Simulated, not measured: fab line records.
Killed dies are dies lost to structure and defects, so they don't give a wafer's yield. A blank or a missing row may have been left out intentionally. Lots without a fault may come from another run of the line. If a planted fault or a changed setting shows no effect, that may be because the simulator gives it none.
Split-lot experiment | flow sfqLine | route with 325 steps; 5 lots, 23 wafers read

ON THE SPLIT
At SFQ_TRILAYER_I0_VIA_LITHO_PEB_034 (peb time 60 s), the setting pebTimeS was moved away from the recipe's 60 s on 11 of the 23 wafers read, by -4.9% to +9.3%. This setting was run at the recipe's value on the other wafers.

FROM SPLIT TO READING: 1 step shown by the file between the two
- SFQ_TRILAYER_I0_VIA_LITHO_DEVELOP_033: time 60 s

THE READING
I0.cdNm (the simulator's own value, which no gauge read), in nm, at SFQ_TRILAYER_I0_VIA_BARC_OPEN_VIA_ETCH_046 (etches BARC in O2, target depth 125 nm, time 41.7 s). The file does not state a usual value for it. Across the 12 wafers here that went through the recipe, the average is 500.6 nm and the standard deviation 1.7 nm.

wafer  | tool, chamber at the split | pebTimeS as run, s | against the recipe | I0.cdNm, nm | against lot-mates on the recipe
L080.2 | lithoTrack-03, 0           | 60                 | recipe             | 497.1       | -
L080.3 | lithoTrack-03, 0           | 57.04              | -4.9%              | 491.2       | -6.5
L080.4 | lithoTrack-03, 0           | 57.04              | -4.9%              | 491.5       | -6.2
L080.5 | lithoTrack-03, 0           | 57.04              | -4.9%              | 493.2       | -4.5
L080.6 | lithoTrack-03, 0           | 60                 | recipe             | 498.3       | -
L081.1 | lithoTrack-03, 0           | 60                 | recipe             | 500         | -
L081.2 | lithoTrack-03, 0           | 60                 | recipe             | 500.7       | -
L081.3 | lithoTrack-03, 0           | 60                 | recipe             | 499.5       | -
L082.1 | lithoTrack-03, 0           | 65.44              | +9.1%              | 515         | +12.0
L082.2 | lithoTrack-03, 0           | 65.44              | +9.1%              | 513.8       | +10.8
L082.3 | lithoTrack-03, 0           | 60                 | recipe             | 501.9       | -
L082.4 | lithoTrack-03, 0           | 60                 | recipe             | 504.2       | -
L082.5 | lithoTrack-03, 0           | 65.44              | +9.1%              | 515.8       | +12.8
L084.1 | lithoTrack-03, 0           | 62.53              | +4.2%              | 507.7       | +6.4
L084.2 | lithoTrack-03, 0           | 62.53              | +4.2%              | 505.6       | +4.4
L084.4 | lithoTrack-03, 0           | 60                 | recipe             | 501         | -
L084.5 | lithoTrack-03, 0           | 62.53              | +4.2%              | 507.4       | +6.1
L084.6 | lithoTrack-03, 0           | 60                 | recipe             | 501.5       | -
L085.1 | lithoTrack-01, 0           | 60                 | recipe             | 500.5       | -
L085.2 | lithoTrack-01, 0           | 60                 | recipe             | 500.5       | -
L085.3 | lithoTrack-01, 0           | 60                 | recipe             | 501.4       | -
L085.5 | lithoTrack-01, 0           | 65.58              | +9.3%              | 512.9       | +12.1
L085.6 | lithoTrack-01, 0           | 65.58              | +9.3%              | 513.6       | +12.8

THE FIT
A straight line over all 23 wafers: I0.cdNm changes by +1.55 nm for each +1% of pebTimeS; r = +0.98; the points scatter about the line by 1.5 nm.
The same after taking each lot's own level away (the mean of its wafers on the recipe; 23 wafers): +1.29 nm for each +1%; r = +0.99; scatter 0.79 nm.
The reading moves by 12 nm for the largest change in pebTimeS, on that fit.
Across the lots, their own levels run from 497.70 to 503.05 nm, a range of 3.1 times the standard deviation given above.
Thus the slope moves with the lot-to-lot level: the two fits are different.
Check: +12.1 nm against its lot-mates is what the line predicts for one of the wafers moved furthest among these (+9.3%) when that wafer is left out of the fit. It came out at +12.1 nm against them.

FURTHER SPLITS ON THESE WAFERS
These wafers also went through other splits before the reading. Each is held against what the fit with the lots' levels taken away leaves over:
other split on the same wafers                   | wafers away from the commonest value | r with I0.cdNm (lot level and that fit taken away)
SFQ_TRILAYER_L0_LITHO_COAT_010 resistThkNm       | 7                                    | -0.19
SFQ_TRILAYER_L0_LITHO_EXPOSE_006 doseMj          | 8                                    | -0.13
SFQ_TRILAYER_L0_VIA_LITHO_COAT_013 resistThkNm   | 6                                    | +0.14
SFQ_TRILAYER_L0_VIA_BARC_OPEN_VIA_ETCH_021 timeS | 7                                    | +0.15
SFQ_TRILAYER_L0_VIA_ETCH_VIA_ETCH_016 biasW      | 9                                    | +0.30
SFQ_TRILAYER_M0_LITHO_PEB_024 pebTimeS           | 5                                    | -0.13
SFQ_TRILAYER_M0_ETCH_METAL_ETCH_024 icpW         | 9                                    | -0.10
SFQ_TRILAYER_I0_VIA_LITHO_COAT_036 spinRpm       | 5                                    | +0.25

FILE'S OWN FIT
I0.cdNm changes by +1.3 nm for each +1% of pebTimeS, r = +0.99.
